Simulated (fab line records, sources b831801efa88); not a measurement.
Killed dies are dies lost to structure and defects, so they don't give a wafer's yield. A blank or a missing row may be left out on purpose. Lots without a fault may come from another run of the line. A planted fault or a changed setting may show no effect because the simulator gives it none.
Which tool did it? | flow gf180mcu | 24 lots, 72 wafers sampled, at 6 steps of a route of 602

WHAT THE GAUGES READ, wafer by wafer
GF_CONTACT_OVL_MEAS_15. Usual: CONTACT_OVL -4 nm, standard deviation 5.1.
lot  | measured     | on         | CONTACT_OVL (nm) | flag
L074 | day 16 13:37 | overlay-01 | -9 -5 -7         |
L075 | day 16 18:46 | overlay-02 | 3 1 -6           |
L076 | day 17 05:34 | overlay-02 | -13 -10 -5       |
L077 | day 17 19:46 | overlay-01 | -4 2 -4          |
L078 | day 18 00:31 | overlay-02 | -4 -7 2          |
L079 | day 18 04:13 | overlay-02 | -13 -6 1         |
L081 | day 19 03:55 | overlay-01 | -9 -5 -7         |
L080 | day 19 04:16 | overlay-01 | 0 -4 -8          |
L082 | day 19 10:31 | overlay-01 | -8 2 -5          |
L083 | day 19 15:34 | overlay-01 | 5 7 2            |
L084 | day 20 15:11 | overlay-01 | -2 -1 7          |
L085 | day 20 17:19 | overlay-01 | -6 -11 -6        |
L086 | day 21 01:01 | overlay-01 | 4 -4 2           |
L087 | day 21 10:40 | overlay-01 | -11 -1 -9        |
L088 | day 21 17:58 | overlay-02 | -5 -2 -7         |
L089 | day 21 23:58 | overlay-01 | -8 -10 -3        |
L090 | day 22 07:37 | overlay-01 | -1 -8 -4         |
L091 | day 22 16:42 | overlay-01 | 9 6 10           |
L092 | day 23 05:03 | overlay-01 | -6 -13 -5        |
L093 | day 23 07:30 | overlay-01 | -4 -5 4          |
L094 | day 23 13:04 | overlay-02 | -9 -3 -8         |
L095 | day 23 20:46 | overlay-02 | 6 -6 -8          |
L096 | day 24 02:59 | overlay-01 | -1 -5 -4         |
L097 | day 24 06:01 | overlay-01 | -8 -6 0          |

GF_V4_THK_MEAS_25: measures by xrf. Usual: V4_W_THK 361 nm, standard deviation 8.7.
lot  | measured     | on            | V4_W_THK (nm) | flag
L074 | day 25 04:05 | film_metro-01 | 363 371 361   |
L075 | day 25 05:34 | film_metro-01 | 369 374 366   |
L076 | day 25 13:26 | film_metro-04 | 360 358 353   |
L077 | day 26 03:41 | film_metro-01 | 360 355 361   |
L078 | day 26 07:20 | film_metro-01 | 374 372 365   |
L079 | day 26 22:05 | film_metro-04 | 351 350 358   |
L081 | day 27 05:31 | film_metro-04 | 358 354 352   |
L080 | day 27 07:04 | film_metro-04 | 352 358 352   |
L082 | day 27 12:11 | film_metro-04 | 353 358 362   |
L083 | day 27 16:05 | film_metro-01 | 363 374 373   |
L084 | day 28 20:17 | film_metro-01 | 364 379 370   |
L085 | day 28 18:27 | film_metro-01 | 371 378 372   |
L086 | day 28 22:19 | film_metro-01 | 374 381 379   |
L087 | day 29 03:14 | film_metro-04 | 364 364 359   |
L088 | day 29 09:36 | film_metro-04 | 351 352 359   |
L089 | day 29 15:06 | film_metro-04 | 353 353 354   |
L090 | day 29 21:42 | film_metro-02 | 367 358 366   |
L091 | day 30 13:02 | film_metro-04 | 348 352 349   |
L092 | day 30 16:47 | film_metro-04 | 354 353 350   |
L093 | day 30 17:24 | film_metro-04 | 355 353 354   |
L094 | day 30 22:37 | film_metro-04 | 348 350 351   |
L095 | day 31 04:25 | film_metro-02 | 361 355 357   |
L096 | day 31 11:31 | film_metro-01 | 372 373 369   |
L097 | day 31 12:14 | film_metro-04 | 361 361 360   |

GF_MIM_RS_MEAS_10: measures by four-point-probe. Usual: MIM_ALCU_RS 0.1607 ohm/sq, standard deviation 0.0018.
lot  | measured     | on            | MIM_ALCU_RS (ohm/sq) | flag
L074 | day 25 06:00 | film_metro-01 | 0.1606 0.1588 0.1588 |
L075 | day 25 06:36 | film_metro-04 | 0.1576 0.1582 0.1595 |
L076 | day 25 14:13 | film_metro-04 | 0.1607 0.1600 0.1610 |
L077 | day 26 04:27 | film_metro-04 | 0.1574 0.1583 0.1602 |
L078 | day 26 08:07 | film_metro-01 | 0.1615 0.1636 0.1630 |
L079 | day 26 22:52 | film_metro-04 | 0.1610 0.1633 0.1606 |
L081 | day 27 06:17 | film_metro-04 | 0.1605 0.1618 0.1614 |
L080 | day 27 07:50 | film_metro-04 | 0.1622 0.1591 0.1589 |
L082 | day 27 12:58 | film_metro-03 | 0.1594 0.1592 0.1595 |
L083 | day 27 16:52 | film_metro-01 | 0.1630 0.1629 0.1636 |
L084 | day 28 21:04 | film_metro-03 | 0.1593 0.1626 0.1613 |
L085 | day 28 19:14 | film_metro-04 | 0.1634 0.1619 0.1635 |
L086 | day 28 23:05 | film_metro-03 | 0.1570 0.1599 0.1570 |
L087 | day 29 04:01 | film_metro-01 | 0.1622 0.1633 0.1621 |
L088 | day 29 10:22 | film_metro-03 | 0.1605 0.1643 0.1612 |
L089 | day 29 15:52 | film_metro-04 | 0.1642 0.1629 0.1622 |
L090 | day 29 22:30 | film_metro-04 | 0.1599 0.1615 0.1599 |
L091 | day 30 13:50 | film_metro-01 | 0.1606 0.1613 0.1609 |
L092 | day 30 17:38 | film_metro-04 | 0.1600 0.1610 0.1607 |
L093 | day 30 18:11 | film_metro-04 | 0.1633 0.1611 0.1587 |
L094 | day 30 23:37 | film_metro-04 | 0.1591 0.1617 0.1589 |
L095 | day 31 05:13 | film_metro-04 | 0.1603 0.1609 0.1600 |
L096 | day 31 12:19 | film_metro-04 | 0.1599 0.1605 0.1630 |
L097 | day 31 13:01 | film_metro-01 | 0.1628 0.1622 0.1601 |

GF_V5_CD_MEAS_14: target cd 260 nm. Usual: cd_nm 259.9 nm, standard deviation 1.1.
lot  | measured     | on        | cd_nm (nm)        | flag
L074 | day 27 21:55 | cd_sem-02 | 261.6 260.7 260.5 |
L075 | day 27 22:50 | cd_sem-02 | 260.3 260.1 259.2 |
L076 | day 28 07:06 | cd_sem-02 | 260.4 260.5 261.8 |
L077 | day 28 18:47 | cd_sem-01 | 258.5 258.7 258.7 |
L078 | day 29 00:06 | cd_sem-01 | 259.3 260.2 259.4 |
L079 | day 29 12:53 | cd_sem-02 | 260.2 261.2 260.8 |
L081 | day 29 19:47 | cd_sem-01 | 260.8 260.8 261.7 |
L080 | day 29 20:54 | cd_sem-01 | 261.7 260.5 260.4 |
L082 | day 30 02:29 | cd_sem-01 | 260.3 259.5 259.9 |
L083 | day 30 05:35 | cd_sem-01 | 260.2 260.1 260.2 |
L084 | day 31 06:44 | cd_sem-01 | 260.0 260.2 259.3 |
L085 | day 31 05:52 | cd_sem-01 | 261.2 261.2 261.7 |
L086 | day 31 09:50 | cd_sem-02 | 258.6 257.7 257.2 |
L087 | day 31 13:53 | cd_sem-02 | 257.2 259.9 258.2 |
L088 | day 31 18:50 | cd_sem-02 | 259.7 259.5 260.2 |
L089 | day 32 00:29 | cd_sem-02 | 260.9 262.9 261.1 |
L090 | day 32 06:10 | cd_sem-02 | 260.1 260.2 260.4 |
L091 | day 32 20:37 | cd_sem-02 | 258.4 257.7 258.2 |
L092 | day 33 00:34 | cd_sem-02 | 261.3 260.5 261.7 |
L093 | day 33 01:21 | cd_sem-02 | 258.2 257.5 257.9 |
L094 | day 33 05:03 | cd_sem-02 | 259.2 259.9 259.8 |
L095 | day 33 09:59 | cd_sem-02 | 259.8 260.0 259.7 |
L096 | day 33 16:14 | cd_sem-02 | 259.0 260.2 260.7 |
L097 | day 33 16:59 | cd_sem-02 | 260.2 260.8 260.0 |

WHICH TOOL RAN EACH LOT (tool, then ch and the chambers of the sampled wafers, then the start)
lot  | GF_HV_LDD_RTA_52                 | GF_V3_SPUTTER_22
L074 | rtp_anneal-02 ch 0, day 12 19:37 | pvd_sputter-02, day 23 01:01
L075 | rtp_anneal-02 ch 0, day 13 00:43 | pvd_sputter-04, day 23 05:41
L076 | rtp_anneal-02 ch 0, day 13 10:30 | pvd_sputter-04, day 23 15:49
L077 | rtp_anneal-02 ch 0, day 13 20:53 | pvd_sputter-01, day 24 03:22
L078 | rtp_anneal-02 ch 0, day 14 01:46 | pvd_sputter-01, day 24 08:37
L079 | rtp_anneal-02 ch 0, day 14 05:28 | pvd_sputter-02, day 25 01:22
L081 | rtp_anneal-01 ch 0, day 15 02:13 | pvd_sputter-01, day 25 08:33
L080 | rtp_anneal-01 ch 0, day 15 02:33 | pvd_sputter-04, day 25 09:19
L082 | rtp_anneal-02 ch 0, day 15 08:37 | pvd_sputter-04, day 25 15:10
L083 | rtp_anneal-01 ch 0, day 15 11:34 | pvd_sputter-04, day 25 19:42
L084 | rtp_anneal-02 ch 0, day 16 08:28 | pvd_sputter-01, day 26 23:48
L085 | rtp_anneal-01 ch 0, day 16 10:15 | pvd_sputter-02, day 26 23:36
L086 | rtp_anneal-02 ch 0, day 16 18:29 | pvd_sputter-01, day 27 02:46
L087 | rtp_anneal-02 ch 0, day 17 04:05 | pvd_sputter-02, day 27 07:54
L088 | rtp_anneal-02 ch 0, day 17 11:43 | pvd_sputter-01, day 27 14:39
L089 | rtp_anneal-01 ch 0, day 17 17:22 | pvd_sputter-02, day 27 20:48
L090 | rtp_anneal-01 ch 0, day 18 01:11 | pvd_sputter-01, day 28 02:54
L091 | rtp_anneal-02 ch 0, day 18 10:49 | pvd_sputter-04, day 28 18:57
L092 | rtp_anneal-01 ch 0, day 18 21:38 | pvd_sputter-02, day 28 22:42
L093 | rtp_anneal-01 ch 0, day 18 23:37 | pvd_sputter-02, day 28 23:34
L094 | rtp_anneal-01 ch 0, day 19 07:38 | pvd_sputter-01, day 29 04:38
L095 | rtp_anneal-02 ch 0, day 19 15:14 | pvd_sputter-04, day 29 11:41
L096 | rtp_anneal-02 ch 0, day 20 00:49 | pvd_sputter-02, day 29 18:48
L097 | rtp_anneal-01 ch 0, day 20 03:04 | pvd_sputter-04, day 29 20:08
- GF_HV_LDD_RTA_52: time 10 s.
- GF_V3_SPUTTER_22: material TiN, target thk 10 nm, time 40 s.

WHAT THE TOOLS THEMSELVES READ (means of the sampled wafers that have a number; where no wafer has one, the mark that the record gives instead)
GF_HV_LDD_RTA_52. Usual: lamp_power_pct 32.6 %, standard deviation 1.7; wafer_temp_C_max 1003.1, standard deviation 0.74.
lot  | tool          | lamp_power_pct (%) | wafer_temp_C_max | flag
L074 | rtp_anneal-02 | 34.0               | 1003.1           |
L075 | rtp_anneal-02 | 34.0               | 1003.5           |
L076 | rtp_anneal-02 | 34.0               | 1002.7           |
L077 | rtp_anneal-02 | 34.0               | 1003.0           |
L078 | rtp_anneal-02 | 34.0               | 1002.3           |
L079 | rtp_anneal-02 | 34.0               | 1003.1           |
L081 | rtp_anneal-01 | 30.6               | 1004.3           |
L080 | rtp_anneal-01 | 30.6               | 1003.7           |
L082 | rtp_anneal-02 | 34.0               | 1002.6           |
L083 | rtp_anneal-01 | 30.6               | 1002.9           |
L084 | rtp_anneal-02 | 34.0               | 1003.4           |
L085 | rtp_anneal-01 | 30.6               | 1003.0           |
L086 | rtp_anneal-02 | 34.0               | 1003.3           |
L087 | rtp_anneal-02 | 34.0               | 1003.7           |
L088 | rtp_anneal-02 | 34.0               | 1003.3           |
L089 | rtp_anneal-01 | 30.6               | 1003.9           |
L090 | rtp_anneal-01 | 30.5               | 1003.2           |
L091 | rtp_anneal-02 | 34.0               | 1002.4           |
L092 | rtp_anneal-01 | 30.6               | 1003.5           |
L093 | rtp_anneal-01 | 30.6               | 1003.1           |
L094 | rtp_anneal-01 | 30.6               | 1003.0           |
L095 | rtp_anneal-02 | 34.0               | 1002.7           |
L096 | rtp_anneal-02 | 34.0               | 1002.5           |
L097 | rtp_anneal-01 | 30.6               | 1003.2           |

GF_V3_SPUTTER_22. Usual: throttle_valve_pct 30.1 %, standard deviation 1.3.
lot  | tool           | throttle_valve_pct (%) | flag
L074 | pvd_sputter-02 | 28.8                   |
L075 | pvd_sputter-04 | 31.2                   |
L076 | pvd_sputter-04 | 31.0                   |
L077 | pvd_sputter-01 | 30.8                   |
L078 | pvd_sputter-01 | 30.7                   |
L079 | pvd_sputter-02 | 29.1                   |
L081 | pvd_sputter-01 | 30.6                   |
L080 | pvd_sputter-04 | 31.1                   |
L082 | pvd_sputter-04 | 31.2                   |
L083 | pvd_sputter-04 | 31.0                   |
L084 | pvd_sputter-01 | 30.2                   |
L085 | pvd_sputter-02 | 29.3                   |
L086 | pvd_sputter-01 | 30.7                   |
L087 | pvd_sputter-02 | 28.8                   |
L088 | pvd_sputter-01 | 30.3                   |
L089 | pvd_sputter-02 | 29.0                   |
L090 | pvd_sputter-01 | 30.3                   |
L091 | pvd_sputter-04 | 29.5                   |
L092 | pvd_sputter-02 | 28.9                   |
L093 | pvd_sputter-02 | 29.1                   |
L094 | pvd_sputter-01 | 30.3                   |
L095 | pvd_sputter-04 | 30.7                   |
L096 | pvd_sputter-02 | 29.4                   |
L097 | pvd_sputter-04 | 31.0                   |

THE ANSWER, worked out from the rows above alone
Rule: a lot is off if the mean of its wafers that have a number lies more than 3 standard deviations from the usual mean. A lot without any number at a reading at which 4 lots or more have one is off too. The other lots that the step has rows for count as sound. The gauges are gone through in route order, then the tools' own readings, and for those a lot's mean is taken as printed above. The first step at which some lot is off is used, and at that step the reading that is off furthest; a lot without a number counts as furthest.
No lot is off at any reading shown: from this, nothing can be told.

WHAT THE SIMULATOR HAD PUT IN
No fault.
